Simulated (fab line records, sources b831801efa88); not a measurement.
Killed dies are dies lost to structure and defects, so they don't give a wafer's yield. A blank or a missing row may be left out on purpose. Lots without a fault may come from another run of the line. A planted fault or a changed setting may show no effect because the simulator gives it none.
One fault seen from 2 desks | flow gf180mcu | each desk has only its own numbers; what lay behind them comes last

THE TOOL OWNER'S DESK: litho_track-03
The tool's own readings at GF_TOP_METAL_SOFTBAKE_10 (time 60 s): means of the sampled wafers that have a number, for each lot that ran on this tool. A lot is out of limits, marked OUT, if its mean lies more than 4 standard deviations from the usual mean; the brackets give that distance.
Columns: A = heater_power_total_W at GF_TOP_METAL_SOFTBAKE_10, usual 56.60 W; B = run_length_s at GF_TOP_METAL_SOFTBAKE_10, usual 89.37 s
lot  | first seen here | A               | B
L721 | day 27 11:20    | 56.63           | 89.48
L722 | day 28 01:08    | 56.62           | 89.43
L726 | day 29 11:38    | 56.59           | 89.42
L727 | day 30 15:04    | 56.60           | 89.51
L732 | day 31 15:52    | 56.59           | 89.47
L734 | day 31 20:22    | 56.58           | 89.41
L744 | day 34 07:32    | 57.15 (+13) OUT | 87.61 (-10) OUT
This desk's finding: out of limits on L744; first on L744, day 34 07:32 (heater_power_total_W at GF_TOP_METAL_SOFTBAKE_10). In limits: L721, L722, L726, L727, L732, L734.

THE METROLOGY DESK
What the gauges read, lot by lot, whatever tool the lot ran on: means of the sampled wafers that have a number. A lot is out of limits, marked OUT, if its mean lies more than 4 standard deviations from the usual mean; the brackets give that distance.
Columns: A = VT_IMPLANT_02_OVL at GF_VT_IMPLANT_OVL_MEAS_29, usual 0.2 nm
lot  | first seen here | A
L721 | day 6 19:07     | 1.8
L722 | day 7 03:04     | -2.0
L723 | day 7 05:25     | 0.6
L724 | day 7 17:28     | 0.7
L726 | day 8 11:13     | -1.7
L725 | day 8 11:31     | 1.7
L728 | day 9 01:16     | 1.0
L727 | day 9 03:55     | -0.0
L729 | day 9 11:46     | -2.1
L732 | day 10 00:46    | -3.0
L733 | day 10 12:43    | 2.0
L734 | day 10 13:55    | 0.6
L744 | day 13 07:39    | 0.8
This desk's finding: nothing out of limits on any of the 13 lots.

PUT TOGETHER
The tool owner's desk could have raised an alarm at day 34 07:32, on L744.
The metrology desk saw nothing out of limits.
The metrology desk has L744 on record, within its limits.
Of the lots named, all ran GF_TOP_METAL_SOFTBAKE_10 on litho_track-03.

WHAT THE SIMULATOR HAD PUT IN
Process parameter drift: litho_track-03, from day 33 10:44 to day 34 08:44, at GF_TOP_METAL_SOFTBAKE_10. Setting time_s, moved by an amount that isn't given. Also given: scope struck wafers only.
Lots struck among those shown: L744.
Hours from the fault's start to each desk's first reading out of limits: the tool owner's desk, 21.
